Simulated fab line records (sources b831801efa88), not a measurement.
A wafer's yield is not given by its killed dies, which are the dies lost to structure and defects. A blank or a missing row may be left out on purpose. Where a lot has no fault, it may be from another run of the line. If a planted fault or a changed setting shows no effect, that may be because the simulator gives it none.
Chamber matching + flow gf180mcu + hdpcvd-01 running GF_STI_CVD_23: 3 sister chambers
The step deposits SiO2, target thk 650 nm, time 108.3 s. 14 wafers are shown with their chamber, then 7 later ones without.

== WAFERS, EACH WITH ITS CHAMBER ==
| wafer  | chamber | sih4 flow sccm (sccm) |
|--------|---------|-----------------------|
| L519.1 | 0       | 59.91                 |
| L519.5 | 1       | 59.86                 |
| L519.6 | 2       | 60.31                 |
| L521.1 | 1       | 60.09                 |
| L521.5 | 2       | 60.05                 |
| L521.6 | 1       | 60.12                 |
| L523.2 | 2       | 59.96                 |
| L523.4 | 1       | 59.66                 |
| L523.5 | 2       | 60.19                 |
| L524.1 | 1       | 59.71                 |
| L524.4 | 2       | 59.93                 |
| L524.5 | 1       | 59.65                 |
| L527.1 | 0       | 59.73                 |
| L527.5 | 1       | 60.01                 |

SIGNATURES (averages over the wafers above)
| reading        | chamber 0 | chamber 1 | chamber 2 | scatter within a chamber |
|----------------|-----------|-----------|-----------|--------------------------|
| sih4 flow sccm | 59.8200   | 59.8714   | 60.0880   | 0.183                    |
Rule: a wafer's distance from a chamber is the root of the sum, over the readings, of the square of ((its reading less the chamber's mean) divided by the reading's scatter). The wafer belongs to the nearest chamber; if the next one is less than 2 further off, it can't be placed. The scatter: take each reading less its chamber's mean, square it, sum over the shown wafers, divide by the number of wafers less the number of chambers, and take the root.

== WAFERS WITHOUT THEIR CHAMBER ==
| wafer  | sih4 flow sccm (sccm) |
|--------|-----------------------|
| L527.6 | 59.92                 |
| L534.1 | 59.93                 |
| L534.4 | 59.88                 |
| L534.6 | 60.23                 |
| L535.1 | 59.76                 |
| L535.2 | 60.06                 |
| L535.3 | 59.99                 |

== WHICH CHAMBER EACH ONE RAN IN ==
| wafer  | from the rows above          | in truth |
|--------|------------------------------|----------|
| L527.6 | can't be placed: 1 or 0 or 2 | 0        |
| L534.1 | can't be placed: 1 or 0 or 2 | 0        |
| L534.4 | can't be placed: 1 or 0 or 2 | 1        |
| L534.6 | can't be placed: 2 or 1 or 0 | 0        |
| L535.1 | can't be placed: 0 or 1 or 2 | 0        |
| L535.2 | can't be placed: 2 or 1 or 0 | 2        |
| L535.3 | can't be placed: 2 or 1 or 0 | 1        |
0 of 7 placed correctly. These rows do not allow placing 7 (true chamber among the candidates in 7). Wrongly placed: 0.
